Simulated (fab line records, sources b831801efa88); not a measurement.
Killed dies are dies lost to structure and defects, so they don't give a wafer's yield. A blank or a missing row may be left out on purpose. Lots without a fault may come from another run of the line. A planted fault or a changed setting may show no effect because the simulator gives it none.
One fault seen from 2 desks | flow sfq_line | each desk has only its own numbers; what lay behind them comes last

THE METROLOGY DESK
What the gauges read, lot by lot, whatever tool the lot ran on: means of the sampled wafers that have a number. A lot is out of limits, marked OUT, if its mean lies more than 4 standard deviations from the usual mean; the brackets give that distance.
Columns: A = I1_BOW at SFQ_I1_BOW_MEAS_912, usual 2 um; B = I1_OVL at SFQ_I1_OVL_MEAS_913, usual -2 nm
lot  | first seen here | A  | B
L934 | day 26 11:48    | 1  | -1
L935 | day 26 14:47    | -4 | -2
L941 | day 27 09:39    | 4  | 4
L943 | day 27 12:40    | 6  | -17
L946 | day 27 18:07    | 13 | -4
L947 | day 27 18:39    | 1  | -2
L948 | day 27 21:07    | 3  | 1
This desk's finding: nothing out of limits on any of the 7 lots.

THE TOOL OWNER'S DESK: rie_diel-04
The tool's own readings at SFQ_TRILAYER_I1_VIA_BARC_OPEN_VIA_ETCH_071 (etches BARC in O2, target depth 125 nm, time 41.7 s): means of the sampled wafers that have a number, for each lot that ran on this tool. A lot is out of limits, marked OUT, if its mean lies more than 4 standard deviations from the usual mean; the brackets give that distance.
Columns: A = chamber_pressure_mTorr at SFQ_TRILAYER_I1_VIA_BARC_OPEN_VIA_ETCH_071, usual 30.002 mTorr; B = drypump_motor_current_A at SFQ_TRILAYER_I1_VIA_BARC_OPEN_VIA_ETCH_071, usual 5.7 A; C = oes_product_au at SFQ_TRILAYER_I1_VIA_BARC_OPEN_VIA_ETCH_071, usual 0.686 a.u.
lot  | first seen here | A      | B   | C
L934 | day 33 03:22    | 30.005 | 5.7 | 0.685
L935 | day 33 09:30    | 29.988 | 5.6 | 0.683
L941 | day 34 00:01    | 29.988 | 5.5 | 0.687
L943 | day 34 02:25    | 29.970 | 5.3 | 0.684
L946 | day 34 07:13    | 29.992 | 5.3 | 0.683
This desk's finding: nothing out of limits on any of the 5 lots.

PUT TOGETHER
The metrology desk saw nothing out of limits.
The tool owner's desk saw nothing out of limits.

WHAT THE SIMULATOR HAD PUT IN
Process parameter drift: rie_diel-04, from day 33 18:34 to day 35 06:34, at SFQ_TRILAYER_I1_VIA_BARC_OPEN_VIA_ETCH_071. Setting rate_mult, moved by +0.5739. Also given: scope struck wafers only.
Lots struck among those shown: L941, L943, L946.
